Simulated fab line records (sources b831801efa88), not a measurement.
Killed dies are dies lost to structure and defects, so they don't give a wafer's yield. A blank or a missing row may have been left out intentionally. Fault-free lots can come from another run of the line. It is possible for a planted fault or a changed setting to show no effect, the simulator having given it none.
fab line records | flow sky130
[record] lots = 7 | wafers = 21 | lastDay = 49
route steps=708 shown POLY_GATE@222
lots that met no fault: taken from a fault-free run of the same line
startH: hours from the record's first day to the start of the lot's first wafer shown | waitH: hours since the lot's step before | " the same as in the row above | L1.1+2: one row covering several wafers at once | - no value, or no start was given | * or withheld: withheld | < > ~ a bound
route shown NAME@n: NAME is a module with steps in the file, n the number in the route of the first one | usual: mean and standard deviation over wafers with no fault | same: alike in all rows | chamber/n: place in a boat | sites: the reading at each site | _std_site: the values' standard deviation | _edge_site: inner sites' mean taken away from outer sites' mean | radiusMm: for every site, how far away it sits from the centre of the wafer | mask NAME#n: copy n | behind: the most recent tool/chamber to have shaped the wafer | hold: why the lot was held/for how many hours/how that ended | device: names the non-switching transistor (n, p or np) | end of line: the same wafers' tests at the end of the route | a step given without rows: its recipe and nothing more | killed: not the wafer's yield, but the dies lost to structure and defects at the first sort | map: the dies of a wafer, with x for killed, . for not killed, _ for no die there
set.NAME: the run value of the setting; set.NAME@STEP: its run value at that earlier step | model.NAME: the simulator's own value behind a step, which no gauge read
lots at some steps of the route; a table a step, a row a wafer
services: from which hour (startH, from the record's first day; less than 0 if before it) a tool's chamber was out of use, for how many hours, and why
[[steps]]
[step SKY_POLY_GATE_COAT_08]
[recipe] resist = KrF-thick | spinRpm = 3000 | resistThkNm = 450
[step SKY_POLY_GATE_SOFTBAKE_09]
[recipe] tempC = 100 | timeS = 90 | resist = KrF-thick
[step SKY_POLY_GATE_EXPOSE_10]
[recipe] maskId = P1M | na = 0.68 | sourceShape = conventional | sigmaOuter = 0.6 | targetCdNm = 150 | doseMj = 28
[step SKY_POLY_GATE_PEB_11]
[recipe] pebTempC = withheld | pebTimeS = withheld | resist = KrF-thick
[step SKY_POLY_GATE_DEVELOP_12]
[recipe] developTimeS = 60 | resist = KrF-thick | devTempC = 21
[step SKY_POLY_GATE_CD_MEAS_13]
[recipe] targetCdNm = 150
[usual] cdNm = 149.8/1.5
lot.wafer | tool     | chamber | startH | waitH | cdNm
L815.2    | cdSem-02 | -       | 432.90 | -     | 150.7
L815.3    | "        | -       | "      | "     | 149.4
L815.5    | "        | -       | "      | "     | 148.5
L816.1    | cdSem-01 | -       | 441.38 | -     | 147.2
L816.4    | "        | -       | "      | "     | 146.8
L816.6    | "        | -       | "      | "     | 146.5
L820.3    | cdSem-02 | -       | 480.56 | -     | 150.0
L820.5    | "        | -       | "      | "     | 151.6
L820.6    | "        | -       | "      | "     | 151.2
L822.2    | cdSem-02 | -       | 491.84 | -     | 149.0
L822.4    | "        | -       | "      | "     | 151.0
L822.5    | "        | -       | "      | "     | 149.0
L823.2    | cdSem-02 | -       | 504.14 | -     | 150.7
L823.4    | "        | -       | "      | "     | 150.3
L823.6    | "        | -       | "      | "     | 150.8
L824.3    | cdSem-02 | -       | 510.61 | -     | 149.1
L824.4    | "        | -       | "      | "     | 148.2
L824.6    | "        | -       | "      | "     | 150.2
L826.3    | cdSem-01 | -       | 522.01 | -     | 149.7
L826.4    | "        | -       | "      | "     | 149.2
L826.6    | "        | -       | "      | "     | 149.1
[step SKY_POLY_GATE_OVL_MEAS_14]
[usual] POLY_GATE_OVL = -2/5.1
lot.wafer | tool       | chamber | startH | waitH | POLY_GATE_OVL[nm]
L815.2    | overlay-02 | -       | 433.01 | 0.1   | -4
L815.3    | "          | -       | "      | "     | -4
L815.5    | "          | -       | "      | "     | -6
L816.1    | overlay-02 | -       | 441.50 | 0.1   | -12
L816.4    | "          | -       | "      | "     | -11
L816.6    | "          | -       | "      | "     | -4
L820.3    | overlay-02 | -       | 480.65 | 0.1   | 1
L820.5    | "          | -       | "      | "     | -7
L820.6    | "          | -       | "      | "     | -2
L822.2    | overlay-02 | -       | 491.95 | 0.1   | -2
L822.4    | "          | -       | "      | "     | 4
L822.5    | "          | -       | "      | "     | 0
L823.2    | overlay-02 | -       | 504.25 | 0.1   | 3
L823.4    | "          | -       | "      | "     | 4
L823.6    | "          | -       | "      | "     | 5
L824.3    | overlay-01 | -       | 510.71 | 0.1   | 0
L824.4    | "          | -       | "      | "     | -2
L824.6    | "          | -       | "      | "     | -1
L826.3    | overlay-01 | -       | 522.11 | 0.1   | 1
L826.4    | "          | -       | "      | "     | 4
L826.6    | "          | -       | "      | "     | 5
[step SKY_POLY_GATE_ETCH_15]
[recipe] chemistry = N2/H2 | target = BARC | ionEnergyEv = 200 | sourceW = 500 | biasW = 100 | pressureMtorr = 30 | n2FlowSccm = 100 | h2FlowSccm = 200 | stopOn = SiO2 | timeS = 118.5 | targetDepthA = 1100
[usual] chamberPressureMTorr = 30.001/0.03 | drypumpMotorCurrentA = 5.6/0.43 | n2FlowSccm = 100.0/0.3 | oesProductAu = 0.716/0.0044 | throttleValvePct = 13.213/0.0094
lot.wafer | tool       | chamber | startH | waitH | chamberPressureMTorr | drypumpMotorCurrentA | n2FlowSccm | oesProductAu | rfHoursCounterH | throttleValvePct
L815.2    | rieDiel-02 | 3       | 433.04 | 0.0   | 30.041               | 5.9                  | 100.0      | 0.715        | 24              | 13.209
L815.3    | "          | 1       | "      | "     | 29.970               | 5.6                  | 100.4      | 0.713        | 2               | 13.230
L815.5    | "          | 1       | "      | "     | 29.994               | 5.6                  | 100.2      | 0.712        | -               | 13.228
L816.1    | rieDiel-04 | 2       | 441.54 | 0.0   | 30.009               | 5.8                  | 100.0      | 0.720        | 6               | 13.224
L816.4    | "          | 0       | "      | "     | 29.978               | 5.1                  | 99.8       | 0.720        | 79              | 13.209
L816.6    | "          | 3       | "      | "     | 30.023               | 6.3                  | 100.4      | 0.721        | -               | 13.222
L820.3    | rieDiel-02 | 2       | 480.68 | 0.0   | 29.997               | 5.3                  | 99.9       | 0.711        | 12              | 13.207
L820.5    | "          | 0       | "      | "     | 30.043               | 5.1                  | 99.9       | 0.706        | -               | 13.219
L820.6    | "          | 1       | "      | "     | 29.975               | 5.5                  | 100.1      | 0.719        | -               | 13.204
L822.2    | rieDiel-03 | 2       | 491.98 | 0.0   | 30.050               | 6.2                  | 100.6      | 0.715        | 5               | 13.220
L822.4    | "          | 3       | "      | "     | 30.037               | 5.6                  | 100.3      | 0.716        | 0               | 13.205
L822.5    | "          | 3       | "      | "     | 29.982               | 5.6                  | 100.1      | 0.714        | -               | 13.223
L823.2    | rieDiel-04 | 0       | 504.28 | 0.0   | 30.011               | 5.1                  | 100.3      | 0.713        | 80              | 13.219
L823.4    | "          | 3       | "      | "     | 30.022               | 6.3                  | 99.4       | 0.716        | 64              | 13.222
L823.6    | "          | 0       | "      | "     | 29.977               | 5.1                  | 99.8       | 0.723        | -               | 13.204
L824.3    | rieDiel-02 | 0       | 510.73 | 0.0   | 30.006               | 5.1                  | 99.2       | 0.715        | 2               | 13.212
L824.4    | "          | 1       | "      | "     | 29.957               | 5.5                  | 100.5      | 0.717        | 4               | 13.200
L824.6    | "          | 3       | "      | "     | 29.982               | 5.9                  | 99.8       | 0.705        | -               | 13.192
L826.3    | rieDiel-04 | 0       | 522.13 | 0.0   | 30.010               | 5.1                  | 100.0      | 0.721        | 80              | 13.207
L826.4    | "          | 2       | "      | "     | 30.058               | 5.8                  | 100.0      | 0.708        | 8               | 13.202
L826.6    | "          | 1       | "      | "     | 29.992               | 5.4                  | 100.5      | 0.711        | -               | 13.203
[step SKY_POLY_GATE_ETCH_16]
[recipe] stopOn = poly-Si | chemistry = CH3F/O2 | target = Si3N4 | sourceW = 400 | biasW = 80 | pressureMtorr = 25 | ch3fFlowSccm = 40 | O2_flow_sccm = 30 | timeS = 147.5 | targetDepthA = 750
[usual] ch3fFlowSccm = 40.00/0.12 | chamberPressureMTorr = 25.001/0.022 | drypumpMotorCurrentA = 5.6/0.43 | oesProductAu = 0.641/0.0056 | throttleValvePct = 10.537/0.0093
lot.wafer | tool       | chamber | startH | waitH | ch3fFlowSccm | chamberPressureMTorr | drypumpMotorCurrentA | oesProductAu | rfHoursCounterH | throttleValvePct
L815.2    | rieDiel-02 | 3       | 433.12 | 0.0   | 40.11        | 24.988               | 5.9                  | 0.640        | 24              | 10.528
L815.3    | "          | 1       | "      | "     | 40.15        | 24.989               | 5.5                  | 0.644        | 2               | 10.546
L815.5    | "          | 1       | "      | "     | 39.96        | 25.005               | 5.6                  | 0.637        | -               | 10.543
L816.1    | rieDiel-04 | 2       | 441.62 | 0.0   | 40.03        | 24.944               | 5.8                  | 0.640        | 6               | 10.525
L816.4    | "          | 0       | "      | "     | 39.91        | 25.013               | 5.1                  | 0.641        | 79              | 10.546
L816.6    | "          | 3       | "      | "     | 40.01        | 24.995               | 6.3                  | 0.634        | -               | 10.545
L820.3    | rieDiel-02 | 2       | 480.76 | 0.0   | 39.91        | 24.992               | 5.3                  | 0.640        | 12              | 10.529
L820.5    | "          | 0       | "      | "     | 39.84        | 25.004               | 5.1                  | 0.641        | -               | 10.525
L820.6    | "          | 1       | "      | "     | 40.03        | 24.990               | 5.5                  | 0.645        | -               | 10.528
L822.2    | rieDiel-03 | 2       | 492.06 | 0.0   | 39.81        | 24.975               | 6.2                  | 0.642        | 5               | 10.518
L822.4    | "          | 3       | "      | "     | 39.83        | 25.006               | 5.6                  | 0.641        | 1               | 10.551
L822.5    | "          | 3       | "      | "     | 39.90        | 24.993               | 5.6                  | 0.634        | -               | 10.535
L823.2    | rieDiel-04 | 0       | 504.36 | 0.0   | 39.99        | 25.008               | 5.1                  | 0.654        | 80              | 10.538
L823.4    | "          | 3       | "      | "     | 39.96        | 25.013               | 6.3                  | 0.638        | 64              | 10.527
L823.6    | "          | 0       | "      | "     | 39.99        | 25.018               | 5.1                  | 0.639        | -               | 10.533
L824.3    | rieDiel-02 | 0       | 510.81 | 0.0   | 40.06        | 24.992               | 5.1                  | 0.645        | 2               | 10.533
L824.4    | "          | 1       | "      | "     | 40.01        | 24.981               | 5.5                  | 0.648        | 4               | 10.545
L824.6    | "          | 3       | "      | "     | 40.28        | 24.988               | 5.9                  | 0.644        | -               | 10.552
L826.3    | rieDiel-04 | 0       | 522.21 | 0.0   | 39.99        | 25.014               | 5.1                  | 0.640        | 81              | 10.534
L826.4    | "          | 2       | "      | "     | 40.08        | 25.007               | 5.8                  | 0.642        | 8               | 10.544
L826.6    | "          | 1       | "      | "     | 39.91        | 24.980               | 5.4                  | 0.641        | -               | 10.521
[step SKY_POLY_GATE_ETCH_17]
[recipe] targetDepthNm = 180 | stopOn = SiO2 | overEtchFrac = 0.56667 | chemistry = HBr/Cl2 | target = poly-Si | icpW = 400 | biasW = 100 | pressureMtorr = 10 | HBr_flow_sccm = 150 | Cl2_flow_sccm = 50 | timeS = 70.5
[usual] chamberPressureMTorr = 9.999/0.0089 | drypumpMotorCurrentA = 5.9/0.36 | mfcCl2Sccm = 49.99/0.16 | oesProductAu = 0.989/0.0086 | throttleValvePct = 33.683/0.0094
lot.wafer | tool     | chamber | startH | waitH | chamberPressureMTorr | drypumpMotorCurrentA | mfcCl2Sccm | oesProductAu | rfHoursCounterH | throttleValvePct
L815.2    | rieSi-01 | 3       | 433.22 | 0.0   | 9.990                | 5.4                  | 50.06      | 0.998        | 4               | 33.680
L815.3    | "        | 1       | "      | "     | 10.000               | 5.6                  | 49.92      | 0.997        | 4               | 33.683
L815.5    | "        | 2       | "      | "     | 9.999                | 5.9                  | 49.81      | 0.986        | -               | 33.670
L816.1    | rieSi-02 | 0       | 441.72 | 0.0   | 10.011               | 6.1                  | 49.82      | 0.979        | 5               | 33.674
L816.4    | "        | 2       | "      | "     | 10.007               | 6.4                  | 49.99      | 0.987        | 6               | 33.671
L816.6    | "        | 2       | "      | "     | 9.991                | 6.5                  | 49.72      | 0.989        | -               | 33.659
L820.3    | rieSi-01 | 3       | 480.86 | 0.0   | 9.988                | 5.4                  | 49.88      | 0.983        | 5               | 33.686
L820.5    | "        | 2       | "      | "     | 9.984                | 5.9                  | 50.23      | 0.971        | -               | 33.689
L820.6    | "        | 1       | "      | "     | 10.003               | 5.6                  | 50.03      | 0.982        | -               | 33.692
L822.2    | rieSi-01 | 3       | 492.16 | 0.0   | 9.992                | 5.4                  | 50.15      | 0.984        | 5               | 33.675
L822.4    | "        | 1       | "      | "     | 9.983                | 5.6                  | 49.99      | 1.001        | 4               | 33.683
L822.5    | "        | 1       | "      | "     | 9.997                | 5.6                  | 49.92      | 1.000        | -               | 33.671
L823.2    | rieSi-02 | 2       | 504.46 | 0.0   | 9.990                | 6.4                  | 49.76      | 0.983        | 6               | 33.676
L823.4    | "        | 0       | "      | "     | 10.021               | 6.1                  | 50.13      | 0.980        | 5               | 33.673
L823.6    | "        | 3       | "      | "     | 9.998                | 5.4                  | 49.77      | 0.986        | -               | 33.688
L824.3    | rieSi-01 | 1       | 510.91 | 0.0   | 9.997                | 5.6                  | 50.11      | 1.006        | 4               | 33.685
L824.4    | "        | 2       | "      | "     | 10.009               | 5.9                  | 49.78      | 0.992        | 31              | 33.688
L824.6    | "        | 0       | "      | "     | 9.997                | 5.8                  | 50.17      | 0.988        | -               | 33.684
L826.3    | rieSi-02 | 1       | 522.31 | 0.0   | 10.002               | 6.2                  | 49.79      | 0.985        | 2               | 33.689
L826.4    | "        | 2       | "      | "     | 9.985                | 6.4                  | 50.06      | 1.002        | 6               | 33.666
L826.6    | "        | 3       | "      | "     | 9.988                | 5.4                  | 49.71      | 0.979        | -               | 33.683
[step SKY_POLY_GATE_STRIP_18]
[recipe] chemistry = O2/N2 | powerW = 1400 | pressureMtorr = 1500 | platenTempC = withheld | o2FlowSccm = 3000 | n2FlowSccm = 300 | overashFraction = 0.5
[usual] chamberPressureMTorr = 1500.1/1.5 | drypumpMotorCurrentA = 5.4/0.46 | n2FlowSccm = 300.0/0.88 | oesProductAu = 0.360/0.0047 | stripTimeToEndpointS = 3.144/0.029
[same] overashFraction = 0.5
lot.wafer | tool           | chamber | startH | waitH | chamberPressureMTorr | drypumpMotorCurrentA | n2FlowSccm | oesProductAu | rfHoursCounterH | stripTimeToEndpointS
L815.2    | plasmaAsher-01 | 1       | 433.28 | 0.0   | 1499.2               | 5.1                  | 300.8      | 0.355        | 75              | 3.121
L815.3    | "              | 1       | "      | "     | 1499.8               | 5.1                  | 300.9      | 0.358        | -               | 3.156
L815.5    | "              | 0       | "      | "     | 1500.7               | 4.9                  | 300.3      | 0.352        | -               | 3.176
L816.1    | plasmaAsher-02 | 1       | 441.78 | 0.0   | 1499.5               | 5.5                  | 300.4      | 0.361        | 1               | 3.144
L816.4    | "              | 0       | "      | "     | 1500.4               | 6.3                  | 301.8      | 0.364        | -               | 3.158
L816.6    | "              | 0       | "      | "     | 1499.9               | 6.3                  | 301.0      | 0.363        | -               | 3.122
L820.3    | plasmaAsher-03 | 0       | 480.95 | 0.1   | 1498.3               | 5.5                  | 300.5      | 0.360        | -               | 3.215
L820.5    | "              | 1       | "      | "     | 1497.1               | 5.3                  | 300.1      | 0.356        | -               | 3.192
L820.6    | "              | 0       | "      | "     | 1498.4               | 5.5                  | 300.4      | 0.357        | -               | 3.176
L822.2    | plasmaAsher-03 | 1       | 492.22 | 0.0   | 1501.3               | 5.3                  | 300.2      | 0.357        | 69              | 3.180
L822.4    | "              | 1       | "      | "     | 1499.1               | 5.4                  | 301.3      | 0.361        | -               | 3.171
L822.5    | "              | 0       | "      | "     | 1499.2               | 5.5                  | 298.8      | 0.365        | -               | 3.161
L823.2    | plasmaAsher-03 | 1       | 504.52 | 0.0   | 1497.7               | 5.3                  | 299.6      | 0.358        | 70              | 3.136
L823.4    | "              | 0       | "      | "     | 1498.2               | 5.5                  | 300.4      | 0.359        | -               | 3.136
L823.6    | "              | 1       | "      | "     | 1499.6               | 5.4                  | 299.3      | 0.356        | -               | 3.114
L824.3    | plasmaAsher-03 | 1       | 511.00 | 0.1   | 1500.3               | 5.3                  | 300.7      | 0.357        | -               | 3.103
L824.4    | "              | 0       | "      | "     | 1495.9               | 5.5                  | 300.1      | 0.359        | -               | 3.156
L824.6    | "              | 1       | "      | "     | 1500.0               | 5.3                  | 300.6      | 0.368        | -               | 3.106
L826.3    | plasmaAsher-02 | 0       | 522.40 | 0.1   | 1501.3               | 6.3                  | 300.9      | 0.357        | -               | 3.137
L826.4    | "              | 1       | "      | "     | 1501.6               | 5.5                  | 299.6      | 0.361        | -               | 3.119
L826.6    | "              | 1       | "      | "     | 1497.2               | 5.6                  | 299.6      | 0.365        | -               | 3.175
[step SKY_POLY_GATE_CLEAN_19]
[recipe] chemistry = SC1/SC2 | mix = 1:4:20 | tempC = 70 | timeS = 150 | dry = n2Spin
[step SKY_POLY_GATE_OXIDATION_20]
[recipe] tempC = 850 | ambient = O2 | stabiliseS = 600 | purgeS = 300 | targetThkA = 40 | oxTimeS = 899
[usual] oxTempC = 850.0/0.41 | oxTempCMax = 854.9/1.3 | zonePowerTopPct = 30.9/2.7
lot.wafer | tool       | chamber | startH | waitH | oxTempC | oxTempCMax | zonePowerTopPct
L815.2    | furnace-02 | 0       | 436.43 | 3.0   | 850.2   | 856.0      | 33.9
L815.3    | "          | 0       | "      | "     | 850.5   | 856.8      | 33.3
L815.5    | "          | 0       | "      | "     | 850.3   | 854.9      | 33.8
L816.1    | furnace-01 | 0       | 443.27 | 1.3   | 850.3   | 854.1      | 28.5
L816.4    | "          | 0       | "      | "     | 850.0   | 854.3      | 28.5
L816.6    | "          | 0       | "      | "     | 849.8   | 853.6      | 29.3
L820.3    | furnace-02 | 0       | 481.23 | 0.2   | 849.6   | 856.1      | 33.7
L820.5    | "          | 0       | "      | "     | 849.8   | 855.5      | 33.7
L820.6    | "          | 0       | "      | "     | 849.7   | 855.2      | 33.3
L822.2    | furnace-01 | -       | 492.37 | 0.0   | -       | -          | -
L822.4    | "          | -       | "      | "     | -       | -          | -
L822.5    | "          | -       | "      | "     | -       | -          | -
L823.2    | furnace-01 | -       | 505.38 | 0.7   | -       | -          | -
L823.4    | "          | -       | "      | "     | -       | -          | -
L823.6    | "          | -       | "      | "     | -       | -          | -
L824.3    | furnace-01 | -       | 512.40 | 1.3   | -       | -          | -
L824.4    | "          | -       | "      | "     | -       | -          | -
L824.6    | "          | -       | "      | "     | -       | -          | -
L826.3    | furnace-01 | 0       | 522.52 | 0.0   | 850.2   | 854.1      | 28.2
L826.4    | "          | 0       | "      | "     | 850.4   | 854.2      | 28.7
L826.6    | "          | 0       | "      | "     | 850.2   | 855.3      | 28.4
[[services]]
tool           | chamber | startH | hours | kind
plasmaAsher-02 | -       | 421.25 | 9.0   | pm
plasmaAsher-02 | 0       | 421.25 | 9.0   | ventCycle
plasmaAsher-02 | 1       | 421.25 | 9.0   | ventCycle
furnace-02     | -       | 425.59 | 2.8   | pm
plasmaAsher-02 | 0       | 430.25 | -     | clean
plasmaAsher-02 | 1       | 430.25 | -     | clean
rieDiel-02     | 0       | 431.47 | 5.0   | repair
furnace-01     | -       | 433.71 | 4.0   | pm
furnace-01     | -       | 446.06 | 3.8   | pm
rieDiel-03     | 3       | 452.08 | -     | clean
rieDiel-03     | 3       | 452.08 | 16.2  | scheduledDown
rieDiel-03     | 3       | 452.08 | 16.2  | ventCycle
plasmaAsher-03 | -       | 461.51 | 1.4   | repair
rieSi-01       | 3       | 463.91 | 2.7   | repair
rieDiel-02     | -       | 511.69 | 2.8   | pm
rieSi-01       | 1       | 515.00 | 10.7  | repair
[[key]]
[firstSign] step = SKY_POLY_GATE_OXIDATION_20 | reading = toolRecord | direction = missing
effect none on later readings
metAt SKY_POLY_GATE_OXIDATION_20
struckWafers L822.2,L822.4,L822.5,L823.2,L823.4,L823.6,L824.3,L824.4,L824.6
laterRowsLeftOut L822.2,L822.4,L822.5,L823.2,L823.4,L823.6,L824.3,L824.4,L824.6
sortLeftOut L822.2,L822.4,L822.5,L823.2,L823.4,L823.6,L824.3,L824.4,L824.6
testerLeftOut L822,L823,L824
onsetBetween 443.27 492.37
[fault] kind = skippedStepWhole | tool = furnace-01 | chamber = - | onsetH = 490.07 | steps = SKY_POLY_GATE_OXIDATION_20 | scope = struckLotsOnly
// testerLeftOut: of these lots the tester's yield and bins aren't shown, on N5 and GAA mostly nor the transistor test; their killed dies are dies lost to structure and defects alone, not to doping, threshold or leakage, so they don't give the yield
// sortLeftOut: the simulated sort isn't trusted on such a fault, so these wafers' sort isn't shown, and their yield isn't known
// laterRowsLeftOut: the simulator's readings of these wafers behind a module that went badly wrong aren't trusted and aren't shown, but for the sort
